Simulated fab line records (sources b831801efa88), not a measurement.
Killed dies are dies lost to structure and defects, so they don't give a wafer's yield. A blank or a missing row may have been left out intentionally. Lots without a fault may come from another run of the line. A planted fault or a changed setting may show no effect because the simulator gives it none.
fab line records	flow gf180mcu
[record] lots = 5	wafers = 15	last_day = 33
route steps=602 shown V4@497 MIM@503 M5@526
lots that met no fault: taken from a fault-free run of the same line
start_h: hours from the record's opening day to when the first of the lot's shown wafers began	wait_h: hours from the lot's prior step to this one	" as in the row above	L1.1+2: a single row standing in for several wafers	- no value present, or no start provided	* or withheld: withheld	< > ~ a bound
route shown NAME@n: NAME is a module with steps in the file, n the number in the route of the first one	usual: mean/standard deviation taken from wafers without a fault	same: alike in all rows	chamber/n: place in a boat	sites: the reading at each site	_std_site: standard deviation of those values	_edge_site: outer sites' mean less inner sites'	radius_mm: how far each site lies from the wafer's centre	mask NAME#n: copy n	behind: the most recent tool/chamber to have shaped the wafer	hold: reason for holding the lot/hours on hold/outcome of the hold	device: which transistor (n, p or np) failed to switch	end of line: at the end of the route, the tests of the same wafers	a step given without rows: its recipe and nothing more	killed: not the wafer's yield, but the dies lost to structure and defects at the first sort	map: dies across one wafer; x = killed, . = not, _ = none there
set.NAME: setting as actually run; set.NAME@STEP: the setting as run at that earlier step	model.NAME: the simulator's own value behind a step, which no gauge read
lots at selected steps of the route; one table per step, one row per wafer
services: when a tool's chamber went out of use (start_h, in hours from the record's first day, below 0 if earlier), for how many hours, and the reason
[[steps]]
[step GF_V4_SPUTTER_21]
[recipe] material = Ti	target_thk_nm = 15	chamber_pressure_pa = 5	power_w = 2500	substrate_temp_c = 200	time_s = 80.02
[usual] throttle_valve_pct = 30.3/1.3
lot.wafer	tool	chamber	start_h	wait_h	throttle_valve_pct
L080.1	pvd_sputter-03	-	608.41	0.0	30.4
L080.2	"	-	"	"	31.1
L080.4	"	-	"	"	30.4
L082.1	pvd_sputter-01	-	630.86	0.0	29.6
L082.2	"	-	"	"	31.1
L082.6	"	-	"	"	31.3
L083.1	pvd_sputter-02	-	649.60	0.0	27.1
L083.3	"	-	"	"	31.4
L083.6	"	-	"	"	29.8
L087.1	pvd_sputter-02	-	668.86	0.0	31.5
L087.3	"	-	"	"	27.3
L087.5	"	-	"	"	30.0
L090.1	pvd_sputter-02	-	690.04	0.0	29.8
L090.4	"	-	"	"	29.7
L090.6	"	-	"	"	31.5
[step GF_V4_SPUTTER_22]
[recipe] material = TiN	target_thk_nm = 10	chamber_pressure_pa = 5	power_w = 4000	time_s = 40
[usual] throttle_valve_pct = 30.3/1.2
lot.wafer	tool	chamber	start_h	wait_h	throttle_valve_pct
L080.1	pvd_sputter-03	-	608.47	0.0	30.3
L080.2	"	-	"	"	30.8
L080.4	"	-	"	"	30.6
L082.1	pvd_sputter-01	-	630.92	0.0	29.6
L082.2	"	-	"	"	31.5
L082.6	"	-	"	"	31.3
L083.1	pvd_sputter-02	-	649.66	0.0	27.3
L083.3	"	-	"	"	31.6
L083.6	"	-	"	"	29.8
L087.1	pvd_sputter-02	-	668.93	0.0	31.2
L087.3	"	-	"	"	27.3
L087.5	"	-	"	"	29.9
L090.1	pvd_sputter-02	-	690.10	0.0	29.8
L090.4	"	-	"	"	29.9
L090.6	"	-	"	"	31.4
[step GF_V4_CVD_23]
[recipe] material = W	target_thk_nm = 350	time_s = 104.9	temp_c = 400	pressure_torr = 40
[usual] heater_power_w = 903/86
lot.wafer	tool	chamber	start_h	wait_h	heater_power_w
L080.1	cvd_w-02	0	608.51	0.0	907
L080.2	"	1	"	"	1027
L080.4	"	1	"	"	1027
L082.1	cvd_w-02	1	630.96	0.0	1006
L082.2	"	0	"	"	922
L082.6	"	1	"	"	1043
L083.1	cvd_w-02	0	649.70	0.0	945
L083.3	"	0	"	"	890
L083.6	"	1	"	"	1005
L087.1	cvd_w-02	0	668.96	0.0	922
L087.3	"	1	"	"	1045
L087.5	"	0	"	"	926
L090.1	cvd_w-01	0	690.14	0.0	805
L090.4	"	0	"	"	821
L090.6	"	0	"	"	824
[step GF_V4_RS_MEAS_24]
[recipe] thk_meas_gauge = four-point-probe	reads = W_of_V4_CVD_23+TiN_of_V4_SPUTTER_22+Ti_of_V4_SPUTTER_21
[usual] V4_W_RS = 0.331/0.0037
lot.wafer	tool	chamber	start_h	wait_h	V4_W_RS[ohm/sq]
L080.1	film_metro-03	-	608.62	0.1	0.331
L080.2	"	-	"	"	0.334
L080.4	"	-	"	"	0.333
L082.1	film_metro-01	-	631.07	0.1	0.334
L082.2	"	-	"	"	0.327
L082.6	"	-	"	"	0.333
L083.1	film_metro-03	-	649.81	0.1	0.330
L083.3	"	-	"	"	0.329
L083.6	"	-	"	"	0.336
L087.1	film_metro-01	-	669.08	0.1	0.325
L087.3	"	-	"	"	0.331
L087.5	"	-	"	"	0.328
L090.1	film_metro-03	-	690.25	0.1	0.329
L090.4	"	-	"	"	0.325
L090.6	"	-	"	"	0.325
[step GF_V4_THK_MEAS_25]
[recipe] thk_meas_gauge = xrf	reads = W_of_V4_CVD_23
[usual] V4_W_THK = 351/5.7
lot.wafer	tool	chamber	start_h	wait_h	V4_W_THK[nm]
L080.1	film_metro-03	-	608.74	0.1	356
L080.2	"	-	"	"	352
L080.4	"	-	"	"	354
L082.1	film_metro-01	-	631.19	0.1	342
L082.2	"	-	"	"	347
L082.6	"	-	"	"	342
L083.1	film_metro-03	-	649.93	0.1	350
L083.3	"	-	"	"	352
L083.6	"	-	"	"	345
L087.1	film_metro-01	-	669.20	0.1	358
L087.3	"	-	"	"	351
L087.5	"	-	"	"	353
L090.1	film_metro-03	-	690.37	0.1	361
L090.4	"	-	"	"	361
L090.6	"	-	"	"	362
[step GF_V4_CMP_26]
[recipe] stop_on = SiO2	down_force_psi = 3.5	platen_rpm = 60	t_overpolish_s = 15	target_thk_nm = 0	pad_velocity_m_s = 0.94248
[usual] motor_current_A = 11.4/0.97	overpolish_run_s = 15.000/0.01	time_to_endpoint_s = 84/3.1
lot.wafer	tool	chamber	start_h	wait_h	motor_current_A	overpolish_run_s	time_to_endpoint_s
L080.2	cmp-01	1	608.85	0.1	10.0	14.993	82
L080.4	"	2	"	"	11.4	14.995	84
L080.1	"	3	"	"	9.6	14.995	77
L082.1	cmp-02	2	631.30	0.1	11.0	14.984	78
L082.2	"	3	"	"	13.0	14.996	81
L082.6	"	2	"	"	11.8	14.996	78
L083.1	cmp-01	2	649.99	0.1	11.5	15.015	88
L083.3	"	1	"	"	10.0	15.003	89
L083.6	"	3	"	"	10.0	15.018	83
L087.3	cmp-01	2	669.26	0.0	11.5	14.999	85
L087.1	"	1	"	"	10.8	14.982	86
L087.5	"	3	"	"	9.8	14.986	82
L090.1	cmp-02	2	690.43	0.1	11.6	14.989	85
L090.4	"	0	"	"	12.4	15.032	90
L090.6	"	2	"	"	11.8	15.005	84
[step GF_MIM_SPUTTER_00]
[recipe] material = Ti	target_thk_nm = 37.5	arriving_ion_energy_ev = 80	substrate_temp_c = 200	chamber_pressure_pa = 2	power_w = 4000	time_s = 150
[usual] throttle_valve_pct = 30.5/1.1
lot.wafer	tool	chamber	start_h	wait_h	throttle_valve_pct
L080.1	pvd_sputter-04	-	609.10	0.1	29.3
L080.2	"	-	"	"	31.6
L080.4	"	-	"	"	31.1
L082.1	pvd_sputter-03	-	631.55	0.2	31.0
L082.2	"	-	"	"	29.1
L082.6	"	-	"	"	29.1
L083.1	pvd_sputter-04	-	650.29	0.2	31.5
L083.3	"	-	"	"	30.4
L083.6	"	-	"	"	31.7
L087.1	pvd_sputter-04	-	669.56	0.1	30.6
L087.3	"	-	"	"	31.9
L087.5	"	-	"	"	31.6
L090.1	pvd_sputter-03	-	690.73	0.2	30.5
L090.4	"	-	"	"	30.5
L090.6	"	-	"	"	30.7
[step GF_MIM_SPUTTER_01]
[recipe] material = TiN	target_thk_nm = 30	power_w = 6500	time_s = 25.48	chamber_pressure_pa = 0.4
[usual] throttle_valve_pct = 30.5/1.1
lot.wafer	tool	chamber	start_h	wait_h	throttle_valve_pct
L080.1	pvd_sputter-04	-	609.20	0.1	29.4
L080.2	"	-	"	"	31.8
L080.4	"	-	"	"	31.3
L082.1	pvd_sputter-03	-	631.65	0.1	31.2
L082.2	"	-	"	"	29.0
L082.6	"	-	"	"	29.2
L083.1	pvd_sputter-04	-	650.39	0.1	31.9
L083.3	"	-	"	"	30.5
L083.6	"	-	"	"	31.5
L087.1	pvd_sputter-04	-	669.66	0.1	30.4
L087.3	"	-	"	"	31.5
L087.5	"	-	"	"	31.6
L090.1	pvd_sputter-03	-	690.83	0.1	30.5
L090.4	"	-	"	"	30.9
L090.6	"	-	"	"	30.5
[step GF_MIM_SPUTTER_02]
[recipe] material = AlCu	target_thk_nm = 450	power_w = 10600	time_s = 23.9	chamber_pressure_pa = 0.4
[usual] throttle_valve_pct = 30.5/1.1
lot.wafer	tool	chamber	start_h	wait_h	throttle_valve_pct
L080.1	pvd_sputter-04	-	609.23	0.0	29.5
L080.2	"	-	"	"	31.8
L080.4	"	-	"	"	31.1
L082.1	pvd_sputter-03	-	631.68	0.0	31.0
L082.2	"	-	"	"	29.0
L082.6	"	-	"	"	29.4
L083.1	pvd_sputter-04	-	650.42	0.0	31.8
L083.3	"	-	"	"	30.3
L083.6	"	-	"	"	31.6
L087.1	pvd_sputter-04	-	669.69	0.0	30.2
L087.3	"	-	"	"	31.7
L087.5	"	-	"	"	31.8
L090.1	pvd_sputter-03	-	690.86	0.0	30.5
L090.4	"	-	"	"	30.7
L090.6	"	-	"	"	30.8
[step GF_MIM_SPUTTER_03]
[recipe] material = Ti	target_thk_nm = 10	substrate_temp_c = 300	chamber_pressure_pa = 0.3	power_w = 3000	time_s = 6.7
[usual] throttle_valve_pct = 30.5/1.1
lot.wafer	tool	chamber	start_h	wait_h	throttle_valve_pct
L080.1	pvd_sputter-04	-	609.26	0.0	29.5
L080.2	"	-	"	"	31.9
L080.4	"	-	"	"	31.2
L082.1	pvd_sputter-03	-	631.71	0.0	31.1
L082.2	"	-	"	"	29.5
L082.6	"	-	"	"	29.4
L083.1	pvd_sputter-04	-	650.45	0.0	31.5
L083.3	"	-	"	"	30.4
L083.6	"	-	"	"	31.9
L087.1	pvd_sputter-04	-	669.72	0.0	30.3
L087.3	"	-	"	"	31.7
L087.5	"	-	"	"	31.8
L090.1	pvd_sputter-03	-	690.89	0.0	30.6
L090.4	"	-	"	"	30.7
L090.6	"	-	"	"	30.3
[step GF_MIM_SPUTTER_04]
[recipe] material = TiN	target_thk_nm = 50	power_w = 6500	time_s = 41.7	chamber_pressure_pa = 0.4
[usual] throttle_valve_pct = 30.4/1.1
lot.wafer	tool	chamber	start_h	wait_h	throttle_valve_pct
L080.1	pvd_sputter-04	-	609.28	0.0	29.5
L080.2	"	-	"	"	31.8
L080.4	"	-	"	"	31.1
L082.1	pvd_sputter-03	-	631.73	0.0	31.0
L082.2	"	-	"	"	29.0
L082.6	"	-	"	"	29.1
L083.1	pvd_sputter-04	-	650.47	0.0	31.9
L083.3	"	-	"	"	30.3
L083.6	"	-	"	"	31.7
L087.1	pvd_sputter-04	-	669.74	0.0	30.5
L087.3	"	-	"	"	31.9
L087.5	"	-	"	"	31.5
L090.1	pvd_sputter-03	-	690.91	0.0	30.7
L090.4	"	-	"	"	30.7
L090.6	"	-	"	"	30.5
[step GF_MIM_CVD_05]
[recipe] material = Si3N4	target_thk_nm = 42	temp_max_c = 400	temp_c = 385	time_s = 29.086	rf_w = 450
[usual] heater_power_w = 680/120
lot.wafer	tool	chamber	start_h	wait_h	heater_power_w
L080.1	pecvd-04	1	609.32	0.0	595
L080.2	"	2	"	"	503
L080.4	"	2	"	"	521
L082.1	pecvd-02	0	631.77	0.0	852
L082.2	"	1	"	"	695
L082.6	"	1	"	"	677
L083.1	pecvd-04	2	650.51	0.0	570
L083.3	"	0	"	"	558
L083.6	"	0	"	"	557
L087.1	pecvd-04	2	669.78	0.0	546
L087.3	"	0	"	"	545
L087.5	"	2	"	"	549
L090.1	pecvd-02	2	690.95	0.0	688
L090.4	"	1	"	"	703
L090.6	"	2	"	"	694
[step GF_MIM_THK_MEAS_06]
[recipe] reads = Si3N4_of_MIM_CVD_05
[usual] MIM_CVD_05_THK = 42.0/0.57
lot.wafer	tool	chamber	start_h	wait_h	MIM_CVD_05_THK[nm]
L080.1	film_metro-01	-	609.36	0.0	41.8
L080.2	"	-	"	"	42.0
L080.4	"	-	"	"	42.7
L082.1	film_metro-03	-	631.81	0.0	41.3
L082.2	"	-	"	"	41.7
L082.6	"	-	"	"	42.0
L083.1	film_metro-01	-	650.56	0.0	41.7
L083.3	"	-	"	"	41.1
L083.6	"	-	"	"	42.5
L087.1	film_metro-04	-	669.81	0.0	42.5
L087.3	"	-	"	"	42.0
L087.5	"	-	"	"	42.9
L090.1	film_metro-04	-	690.99	0.0	41.8
L090.4	"	-	"	"	42.7
L090.6	"	-	"	"	42.0
[step GF_MIM_SPUTTER_07]
[recipe] material = TiN	target_thk_nm = 60	power_w = 6500	time_s = 50	chamber_pressure_pa = 0.4
[usual] throttle_valve_pct = 30.3/1.2
lot.wafer	tool	chamber	start_h	wait_h	throttle_valve_pct
L080.1	pvd_sputter-03	-	609.42	0.1	30.6
L080.2	"	-	"	"	31.2
L080.4	"	-	"	"	30.7
L082.1	pvd_sputter-02	-	631.87	0.1	29.8
L082.2	"	-	"	"	27.5
L082.6	"	-	"	"	31.5
L083.1	pvd_sputter-03	-	650.62	0.1	31.1
L083.3	"	-	"	"	30.4
L083.6	"	-	"	"	29.2
L087.1	pvd_sputter-02	-	669.87	0.1	31.8
L087.3	"	-	"	"	26.9
L087.5	"	-	"	"	27.2
L090.1	pvd_sputter-04	-	691.05	0.1	31.2
L090.4	"	-	"	"	30.8
L090.6	"	-	"	"	29.8
[step GF_MIM_SPUTTER_08]
[recipe] material = AlCu	target_thk_nm = 200	power_w = 10600	time_s = 10.6	chamber_pressure_pa = 0.4
[usual] throttle_valve_pct = 30.4/1.2
lot.wafer	tool	chamber	start_h	wait_h	throttle_valve_pct
L080.1	pvd_sputter-03	-	609.46	0.0	30.4
L080.2	"	-	"	"	31.0
L080.4	"	-	"	"	30.6
L082.1	pvd_sputter-02	-	631.91	0.0	29.6
L082.2	"	-	"	"	27.3
L082.6	"	-	"	"	31.5
L083.1	pvd_sputter-03	-	650.67	0.0	30.9
L083.3	"	-	"	"	30.6
L083.6	"	-	"	"	29.0
L087.1	pvd_sputter-02	-	669.91	0.0	31.4
L087.3	"	-	"	"	27.3
L087.5	"	-	"	"	27.5
L090.1	pvd_sputter-04	-	691.09	0.0	31.2
L090.4	"	-	"	"	31.1
L090.6	"	-	"	"	29.5
[step GF_MIM_SPUTTER_09]
[recipe] material = TiN	target_thk_nm = 35	power_w = 6500	time_s = 29.2	chamber_pressure_pa = 0.4
[usual] throttle_valve_pct = 30.4/1.2
lot.wafer	tool	chamber	start_h	wait_h	throttle_valve_pct
L080.1	pvd_sputter-03	-	609.48	0.0	30.5
L080.2	"	-	"	"	31.3
L080.4	"	-	"	"	30.6
L082.1	pvd_sputter-02	-	631.93	0.0	29.6
L082.2	"	-	"	"	27.6
L082.6	"	-	"	"	31.4
L083.1	pvd_sputter-03	-	650.69	0.0	31.1
L083.3	"	-	"	"	30.6
L083.6	"	-	"	"	29.3
L087.1	pvd_sputter-02	-	669.94	0.0	31.7
L087.3	"	-	"	"	27.4
L087.5	"	-	"	"	27.5
L090.1	pvd_sputter-04	-	691.11	0.0	31.2
L090.4	"	-	"	"	31.0
L090.6	"	-	"	"	29.5
[step GF_MIM_RS_MEAS_10]
[recipe] thk_meas_gauge = four-point-probe	reads = TiN_of_MIM_SPUTTER_09+AlCu_of_MIM_SPUTTER_08+TiN_of_MIM_SPUTTER_07
[usual] MIM_ALCU_RS = 0.1601/0.0018
lot.wafer	tool	chamber	start_h	wait_h	MIM_ALCU_RS[ohm/sq]
L080.1	film_metro-01	-	609.52	0.0	0.1602
L080.2	"	-	"	"	0.1612
L080.4	"	-	"	"	0.1644
L082.1	film_metro-04	-	631.97	0.0	0.1608
L082.2	"	-	"	"	0.1578
L082.6	"	-	"	"	0.1574
L083.1	film_metro-01	-	650.72	0.0	0.1603
L083.3	"	-	"	"	0.1611
L083.6	"	-	"	"	0.1576
L087.1	film_metro-03	-	669.97	0.0	0.1614
L087.3	"	-	"	"	0.1614
L087.5	"	-	"	"	0.1601
L090.1	film_metro-01	-	691.15	0.0	0.1592
L090.4	"	-	"	"	0.1608
L090.6	"	-	"	"	0.1588
[step GF_MIM_THK_MEAS_11]
[recipe] thk_meas_gauge = xrf	reads = AlCu_of_MIM_SPUTTER_08
[usual] MIM_ALCU_THK = 202.0/2.2
lot.wafer	tool	chamber	start_h	wait_h	MIM_ALCU_THK[nm]
L080.1	film_metro-01	-	609.64	0.1	203.3
L080.2	"	-	"	"	203.2
L080.4	"	-	"	"	198.5
L082.1	film_metro-04	-	632.09	0.1	200.0
L082.2	"	-	"	"	202.9
L082.6	"	-	"	"	203.4
L083.1	film_metro-01	-	650.84	0.1	203.1
L083.3	"	-	"	"	201.7
L083.6	"	-	"	"	205.9
L087.1	film_metro-03	-	670.09	0.1	198.6
L087.3	"	-	"	"	199.5
L087.5	"	-	"	"	201.0
L090.1	film_metro-01	-	691.27	0.1	203.1
L090.4	"	-	"	"	202.0
L090.6	"	-	"	"	204.5
[step GF_MIM_DEHYDRATE_12]
[recipe] temp_c = 200	time_s = 60
lot.wafer	tool	chamber	start_h	wait_h
L080.1+2+4	litho_track-03	0	619.44	9.8
L082.1+2+6	litho_track-01	0	641.42	9.3
L083.1+3+6	litho_track-03	0	659.54	8.7
L087.1+3+5	litho_track-03	0	678.39	8.3
L090.1+4+6	litho_track-01	0	699.52	8.2
[step GF_MIM_HMDS_13]
[recipe] prime_time_s = 60	prime_temp_c = 120
[same] prime_time_s = 60
lot.wafer	tool	chamber	start_h	wait_h
L080.1+2+4	litho_track-03	0	619.59	0.1
L082.1+2+6	litho_track-01	0	641.57	0.1
L083.1+3+6	litho_track-03	0	659.69	0.1
L087.1+3+5	litho_track-03	0	678.54	0.1
L090.1+4+6	litho_track-01	0	699.67	0.1
[step GF_MIM_COAT_14]
[recipe] resist = NOVOLAK	spin_rpm = 3000	resist_thk_nm = 1000
lot.wafer	tool	chamber	start_h	wait_h
L080.1+2+4	litho_track-03	0	619.74	0.1
L082.1+2+6	litho_track-01	0	641.72	0.1
L083.1+3+6	litho_track-03	0	659.84	0.1
L087.1+3+5	litho_track-03	0	678.69	0.1
L090.1+4+6	litho_track-01	0	699.82	0.1
[step GF_MIM_SOFTBAKE_15]
[recipe] temp_c = 90	time_s = 60	resist = NOVOLAK
lot.wafer	tool	chamber	start_h	wait_h
L080.1+2+4	litho_track-03	0	619.89	0.1
L082.1+2+6	litho_track-01	0	641.87	0.1
L083.1+3+6	litho_track-03	0	659.99	0.1
L087.1+3+5	litho_track-03	0	678.84	0.1
L090.1+4+6	litho_track-01	0	699.97	0.1
[step GF_MIM_EXPOSE_16]
[recipe] mask_id = FuseTop	target_cd_nm = 2000	na = 0.6	source_shape = conventional	sigma_outer = 0.6	dose_mj = 140
lot.wafer	tool	chamber	start_h	wait_h	mask
L080.1+2+4	iline_stepper-01	0	-	-	FuseTop#0
L082.1+2+6	iline_stepper-02	0	-	-	FuseTop#0
L083.1+3+6	iline_stepper-01	0	-	-	FuseTop#0
L087.1+3+5	iline_stepper-01	0	-	-	FuseTop#0
L090.1+4+6	iline_stepper-01	0	-	-	FuseTop#0
[step GF_MIM_PEB_17]
[recipe] temp_c = withheld	time_s = *	resist = NOVOLAK
lot.wafer	tool	chamber	start_h	wait_h
L080.1+2+4	litho_track-01	0	-	-
L082.1+2+6	litho_track-03	0	-	-
L083.1+3+6	litho_track-01	0	-	-
L087.1+3+5	litho_track-03	0	-	-
L090.1+4+6	litho_track-03	0	-	-
[step GF_MIM_DEVELOP_18]
[recipe] develop_time_s = 60	dev_temp_c = 23
lot.wafer	tool	chamber	start_h	wait_h
L080.1+2+4	litho_track-01	0	630.17	0.1
L082.1+2+6	litho_track-03	0	651.74	0.1
L083.1+3+6	litho_track-01	0	670.02	0.1
L087.1+3+5	litho_track-03	0	688.64	0.1
L090.1+4+6	litho_track-03	0	708.89	0.1
[step GF_MIM_METAL_ETCH_19]
[recipe] chemistry = Cl2/BCl3	mask_material = NOVOLAK	stop_on = Si3N4	target_depth_nm = 324.5	pressure_mtorr = 8	icp_w = 800	bias_w = 140	Cl2_flow_sccm = 80	bcl3_flow_sccm = 40	time_s = 54.1
[usual] bcl3_flow_sccm = 40.01/0.12	drypump_motor_current_A = 5.8/0.35	oes_product_au = 0.942/0.0067	throttle_valve_pct = 28.283/0.01
lot.wafer	tool	chamber	start_h	wait_h	bcl3_flow_sccm	drypump_motor_current_A	oes_product_au	rf_hours_counter_h	throttle_valve_pct
L080.1	rie_metal-03	1	630.32	0.1	40.33	5.7	0.944	11	28.293
L080.2	"	0	"	"	39.90	5.6	0.930	10	28.285
L080.4	"	0	"	"	40.15	5.6	0.931	-	28.286
L082.1	rie_metal-04	0	651.89	0.1	39.89	5.4	0.941	3	28.278
L082.2	"	0	"	"	39.88	5.4	0.954	-	28.283
L082.6	"	0	"	"	40.22	5.4	0.942	-	28.293
L083.1	rie_metal-04	1	670.17	0.1	39.95	6.4	0.938	0	28.300
L083.3	"	0	"	"	40.05	5.4	0.941	-	28.292
L083.6	"	0	"	"	39.93	5.4	0.942	-	28.274
L087.1	rie_metal-02	1	688.79	0.1	39.95	5.6	0.947	9	28.284
L087.3	"	1	"	"	39.94	5.6	0.929	-	28.283
L087.5	"	0	"	"	39.93	6.1	0.942	-	28.277
L090.1	rie_metal-04	0	709.04	0.1	40.12	5.4	0.942	5	28.289
L090.4	"	1	"	"	39.88	6.4	0.947	-	28.291
L090.6	"	0	"	"	39.99	5.5	0.949	-	28.292
[step GF_MIM_STRIP_20]
[recipe] chemistry = O2/N2	power_w = 1400	pressure_mtorr = 1500	platen_temp_c = 250	o2_flow_sccm = 3000	n2_flow_sccm = 300	overash_fraction = 0.5
[usual] drypump_motor_current_A = 5.7/0.36	heater_power_w = 316/15	oes_product_au = 0.690/0.0051	strip_time_to_endpoint_s = 11.20/0.035
lot.wafer	tool	chamber	start_h	wait_h	drypump_motor_current_A	heater_power_w	oes_product_au	rf_hours_counter_h	strip_time_to_endpoint_s
L080.1	plasma_asher-02	1	630.39	0.0	6.5	302	0.701	101	11.20
L080.2	"	0	"	"	5.7	315	0.691	101	11.21
L080.4	"	0	"	"	5.7	304	0.688	-	11.22
L082.1	plasma_asher-04	0	652.03	0.1	5.6	307	0.688	53	11.23
L082.2	"	1	"	"	5.4	324	0.695	53	11.26
L082.6	"	1	"	"	5.4	318	0.685	-	11.20
L083.1	plasma_asher-04	0	670.24	0.0	5.5	311	0.689	55	11.18
L083.3	"	0	"	"	5.5	313	0.688	-	11.23
L083.6	"	1	"	"	5.4	315	0.697	-	11.26
L087.1	plasma_asher-02	0	688.86	0.0	5.7	309	0.686	107	11.21
L087.3	"	0	"	"	5.6	305	0.689	-	11.21
L087.5	"	0	"	"	5.6	317	0.681	-	11.15
L090.1	plasma_asher-04	0	709.11	0.0	5.5	310	0.690	60	11.19
L090.4	"	1	"	"	5.4	315	0.689	-	11.13
L090.6	"	0	"	"	5.5	310	0.689	-	11.21
[step GF_MIM_STRIP_21]
[recipe] chemistry = post_etch_residue_remover	time_s = 1200	temp_c = 72.5
lot.wafer	tool	chamber	start_h	wait_h
L080.1+2+4	wet_bench-01	1	630.49	0.1
L082.1+2+6	wet_bench-04	3	652.13	0.1
L083.1+3+6	wet_bench-01	3	670.34	0.1
L087.1+3+5	wet_bench-03	2	688.96	0.1
L090.1+4+6	wet_bench-03	0	709.21	0.1
[step GF_MIM_CLEAN_22]
[recipe] chemistry = DIW	dry = n2_spin
lot.wafer	tool	chamber	start_h	wait_h
L080.1+2+4	wet_bench-04	1	631.24	0.0
L082.1+2+6	wet_bench-01	3	652.47	0.0
L083.1+3+6	wet_bench-01	1	670.68	0.0
L087.1+3+5	wet_bench-04	3	689.30	0.0
L090.1+4+6	wet_bench-04	0	709.55	0.0
[step GF_M5_DEHYDRATE_00]
[recipe] temp_c = 200	time_s = 60
lot.wafer	tool	chamber	start_h	wait_h
L080.1+2+4	litho_track-03	0	640.69	9.4
L082.1+2+6	litho_track-03	0	661.39	8.8
L083.1+3+6	litho_track-02	0	679.55	8.8
L087.1+3+5	litho_track-02	0	697.95	8.6
L090.1+4+6	litho_track-03	0	717.99	8.3
[step GF_M5_HMDS_01]
[recipe] prime_time_s = 60	prime_temp_c = 120
[same] prime_time_s = 60
lot.wafer	tool	chamber	start_h	wait_h
L080.1+2+4	litho_track-03	0	640.84	0.1
L082.1+2+6	litho_track-03	0	661.54	0.1
L083.1+3+6	litho_track-02	0	679.70	0.1
L087.1+3+5	litho_track-02	0	698.10	0.1
L090.1+4+6	litho_track-03	0	718.14	0.1
[step GF_M5_COAT_02]
[recipe] resist = KrF	spin_rpm = withheld	resist_thk_nm = 1000
lot.wafer	tool	chamber	start_h	wait_h
L080.1+2+4	litho_track-03	0	640.99	0.1
L082.1+2+6	litho_track-03	0	661.69	0.1
L083.1+3+6	litho_track-02	0	679.85	0.1
L087.1+3+5	litho_track-02	0	698.25	0.1
L090.1+4+6	litho_track-03	0	718.29	0.1
[step GF_M5_SOFTBAKE_03]
[recipe] temp_c = 131.2	time_s = 60	resist = KrF
lot.wafer	tool	chamber	start_h	wait_h
L080.1+2+4	litho_track-03	0	641.14	0.1
L082.1+2+6	litho_track-03	0	661.84	0.1
L083.1+3+6	litho_track-02	0	680.00	0.1
L087.1+3+5	litho_track-02	0	698.40	0.1
L090.1+4+6	litho_track-03	0	718.44	0.1
[[services]]
tool	chamber	start_h	hours	kind
pecvd-04	-	591.12	14.0	pm
cmp-02	-	596.35	0.3	repair
pvd_sputter-04	-	598.76	6.2	repair
pvd_sputter-02	-	600.47	3.8	repair
cvd_w-02	-	609.59	6.0	pm
pvd_sputter-01	-	635.58	1.7	repair
cvd_w-01	1	645.90	13.1	repair
pecvd-02	1	650.04	6.0	repair
pvd_sputter-03	3	658.42	-	consumable_replace:kit
pvd_sputter-03	3	658.42	18.0	scheduled_down
pvd_sputter-03	3	658.42	18.0	vent_cycle
cmp-02	-	659.28	11.0	repair
cmp-02	-	659.65	1.3	repair
pvd_sputter-02	-	667.29	0.6	repair
pvd_sputter-02	3	677.22	-	consumable_replace:kit
pvd_sputter-04	1	688.64	-	consumable_replace:kit
pvd_sputter-04	1	688.64	18.0	scheduled_down
pvd_sputter-04	1	688.64	18.0	vent_cycle
cvd_w-02	0	689.49	6.8	repair
iline_stepper-01	-	692.80	2.1	pm
pvd_sputter-03	-	694.33	2.5	repair
cmp-02	-	697.31	1.0	repair
cvd_w-01	-	709.25	2.8	pm
cmp-01	-	710.37	1.0	repair
[[key]]
fault none
